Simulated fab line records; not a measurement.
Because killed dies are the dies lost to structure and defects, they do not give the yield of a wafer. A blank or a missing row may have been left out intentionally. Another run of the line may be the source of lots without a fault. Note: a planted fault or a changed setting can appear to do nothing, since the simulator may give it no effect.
One fault seen from 2 desks | flow gf180mcu | numbers are kept per desk, each desk with only its own; the story behind them comes last

== THE TOOL OWNER'S DESK: implanter-02 ==
For each lot that ran on this tool, the mean over its sampled wafers that have a number, from the tool's own readings at GF_NWELL_IMPLANT_09. Marked OUT: a lot whose mean sits more than 4 standard deviations from the usual mean, which makes it out of limits; the brackets give that distance.
Columns: A = endStationPressureTorr at GF_NWELL_IMPLANT_09, usual 5.04e-06 Torr; B = tiltDeg at GF_NWELL_IMPLANT_09, usual 0.000 degrees
lot  | first seen here | A        | B
L144 | day 5 11:02     | 5.19e-06 | 0.025
L146 | day 6 03:11     | 4.76e-06 | 0.009
L150 | day 7 03:35     | 4.89e-06 | 0.011
L152 | day 7 08:07     | 5.19e-06 | 2.753 (+99 or more) OUT
L154 | day 7 19:29     | 5.04e-06 | 2.726 (+99 or more) OUT
L155 | day 8 00:56     | 5.26e-06 | 2.774 (+99 or more) OUT
This desk finds L152, L154, L155 out of limits, L152 being first, at day 7 08:07 (tiltDeg at GF_NWELL_IMPLANT_09). L144, L146, L150: within limits.

== METROLOGY DESK ==
Means of the sampled wafers that have a number, per lot and without regard to the tool the lot ran on: this is what the gauges read. Marked OUT: a lot whose mean sits more than 4 standard deviations from the usual mean, which makes it out of limits; the brackets give that distance.
Columns: A = STI_OXIDATION_01_THK at GF_STI_THK_MEAS_22, usual 15.12 nm; B = MVSD_OVL at GF_MVSD_OVL_MEAS_07, usual 0.8 nm; C = NWELL_RS at GF_VT_IMPLANT_RS_MEAS_47, usual 487.9 ohm/sq
lot  | first seen here | A     | B    | C
L136 | day 2 09:04     | 14.93 | -1.2 | 488.3
L141 | day 3 11:02     | 14.61 | 2.2  | 485.8
L143 | day 4 00:05     | 15.14 | -0.1 | 488.1
L144 | day 4 03:59     | 15.37 | 1.4  | 486.3
L146 | day 4 17:25     | 15.36 | -0.3 | 487.8
L147 | day 4 21:28     | 15.45 | 0.3  | 487.9
L150 | day 5 13:37     | 14.75 | 1.0  | 488.1
L152 | day 5 22:55     | 15.06 | -0.2 | 480.6 (-4.9) OUT
L153 | day 6 03:24     | 14.71 | 0.0  | 490.2
L154 | day 6 08:46     | 14.76 | 1.4  | 481.0 (-4.6) OUT
L155 | day 6 15:01     | 15.05 | 0.8  | 477.2 (-7.2) OUT
L156 | day 6 16:08     | 14.92 | 1.0  | 486.1
L157 | day 6 21:13     | 14.76 | 0.9  | 485.5
This desk's result: L152, L154, L155 out of limits, first on L152 (NWELL_RS at GF_VT_IMPLANT_RS_MEAS_47), day 12 10:20. L136, L141, L143, L144, L146, L147, L150, L153, L156, L157: within limits.

== BROUGHT TOGETHER ==
The tool owner's desk had the chance to raise an alarm at day 7 08:07 on L152, L154, L155.
An alarm was possible from the metrology desk at day 12 10:20, on L152, L154, L155.
Of the lots named, all ran GF_NWELL_IMPLANT_09 on implanter-02.

== WHAT THE SIMULATOR PUT IN ==
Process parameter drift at GF_NWELL_IMPLANT_09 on implanter-02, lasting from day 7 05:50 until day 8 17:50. From 0, the setting tiltDeg moved by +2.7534. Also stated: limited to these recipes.
Struck lots among those shown: L152, L154, L155.
Hours from the fault's start to each desk's first reading out of limits: the tool owner's desk, 2; the metrology desk, 124.
